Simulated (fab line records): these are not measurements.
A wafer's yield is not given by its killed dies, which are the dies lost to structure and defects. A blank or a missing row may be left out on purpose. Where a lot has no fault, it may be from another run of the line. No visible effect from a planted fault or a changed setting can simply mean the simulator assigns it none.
What tool caused it? / flow gf180mcu / 36 wafers from 12 lots sampled at 4 of the route's 602 steps

## WHAT EACH GAUGE READ, for each wafer
GF_V4_BOW_MEAS_05.
lot=L075; measured=day 24 04:31; on=film metro-02; V4_BOW (um)=131 120 136
lot=L077; measured=day 25 06:23; on=film metro-02; V4_BOW (um)=155 153 140
lot=L079; measured=day 25 13:44; on=film metro-02; V4_BOW (um)=118 132 130
lot=L081; measured=day 26 11:09; on=film metro-04; V4_BOW (um)=136 137 130
lot=L083; measured=day 26 23:08; on=film metro-02; V4_BOW (um)=115 124 140
lot=L085; measured=day 27 13:39; on=film metro-04; V4_BOW (um)=128 143 125
lot=L087; measured=day 28 08:09; on=film metro-02; V4_BOW (um)=135 133 143
lot=L089; measured=day 28 20:50; on=film metro-02; V4_BOW (um)=117 109 118
lot=L090; measured=day 29 13:59; on=film metro-02; V4_BOW (um)=127 140 126
lot=L093; measured=day 30 02:40; on=film metro-04; V4_BOW (um)=133 133 135
lot=L094; measured=day 30 14:36; on=film metro-04; V4_BOW (um)=125 132 123
lot=L097; measured=day 31 06:56; on=film metro-04; V4_BOW (um)=132 140 130

## WHICH TOOL RAN EACH LOT (tool, then ch and the chambers of the sampled wafers, then the start)
lot=L075; GF_M1_SPUTTER_03=pvd sputter-04, day 16 18:10; GF_V1_CVD_02=pecvd-01 ch 0,2, day 17 18:19; GF_M3_METAL_ETCH_16=rie metal-01 ch 0,1, day 22 01:38
lot=L077; GF_M1_SPUTTER_03=pvd sputter-03, day 17 22:09; GF_V1_CVD_02=pecvd-04 ch 0,1, day 18 23:19; GF_M3_METAL_ETCH_16=rie metal-03 ch 0,1, day 23 05:50
lot=L079; GF_M1_SPUTTER_03=pvd sputter-03, day 18 05:42; GF_V1_CVD_02=pecvd-01 ch 0,2, day 19 07:14; GF_M3_METAL_ETCH_16=rie metal-01 ch 0,1, day 23 12:20
lot=L081; GF_M1_SPUTTER_03=pvd sputter-04, day 19 06:32; GF_V1_CVD_02=pecvd-04 ch 1,2, day 20 07:49; GF_M3_METAL_ETCH_16=rie metal-04 ch 0,1, day 24 11:56
lot=L083; GF_M1_SPUTTER_03=pvd sputter-03, day 19 17:40; GF_V1_CVD_02=pecvd-04 ch 0,2, day 20 19:25; GF_M3_METAL_ETCH_16=rie metal-04 ch 0,1, day 24 22:14
lot=L085; GF_M1_SPUTTER_03=pvd sputter-04, day 20 12:35; GF_V1_CVD_02=pecvd-04 ch 0,2, day 21 13:56; GF_M3_METAL_ETCH_16=rie metal-03 ch 0,1, day 25 14:59
lot=L087; GF_M1_SPUTTER_03=pvd sputter-03, day 21 11:34; GF_V1_CVD_02=pecvd-04 ch 0,1, day 22 12:08; GF_M3_METAL_ETCH_16=rie metal-04 ch 0,1, day 26 11:53
lot=L089; GF_M1_SPUTTER_03=pvd sputter-01, day 22 03:35; GF_V1_CVD_02=pecvd-01 ch 0,1,2, day 23 04:31; GF_M3_METAL_ETCH_16=rie metal-04 ch 0,1, day 27 01:19
lot=L090; GF_M1_SPUTTER_03=pvd sputter-01, day 22 21:10; GF_V1_CVD_02=pecvd-01 ch 0,2, day 23 21:17; GF_M3_METAL_ETCH_16=rie metal-03 ch 0,1, day 27 18:32
lot=L093; GF_M1_SPUTTER_03=pvd sputter-04, day 23 15:42; GF_V1_CVD_02=pecvd-04 ch 0,2, day 24 15:31; GF_M3_METAL_ETCH_16=rie metal-03 ch 1, day 28 08:08
lot=L094; GF_M1_SPUTTER_03=pvd sputter-04, day 24 03:47; GF_V1_CVD_02=pecvd-01 ch 0,1,2, day 25 02:56; GF_M3_METAL_ETCH_16=rie metal-01 ch 1, day 28 19:35
lot=L097; GF_M1_SPUTTER_03=pvd sputter-01, day 24 23:53; GF_V1_CVD_02=pecvd-01 ch 0,1, day 25 22:26; GF_M3_METAL_ETCH_16=rie metal-01 ch 1, day 29 13:35
- GF_M1_SPUTTER_03: material Ti, target thk 10 nm, time 6.7 s.
- GF_V1_CVD_02: deposits SiO2 from TEOS, target thk 850 nm, time 94.851 s.
- GF_M3_METAL_ETCH_16: etches the open film in Cl2/BCl3, stops on SiO2, target depth 750.8 nm, time 125.1 s.

## THE ANSWER, worked out from the rows above alone
Rule: the usual values come from the lots themselves. The widest of any qualifying gaps counts: lots, ordered by their means at a reading, are off when they make up no more than a third of the lots, leave a main group of 4 or more, and stand apart from it by 3 or more times the standard deviation of that group's means. A main group whose means are all the same, to the digits that the tables above print for the reading, isn't used. Also off: a lot with no number at a reading for which 4 or more lots have one. All remaining lots with rows at the step are treated as sound.
Nothing can be told from this: no lot is off at any reading shown.

## WHAT THE SIMULATOR PUT IN
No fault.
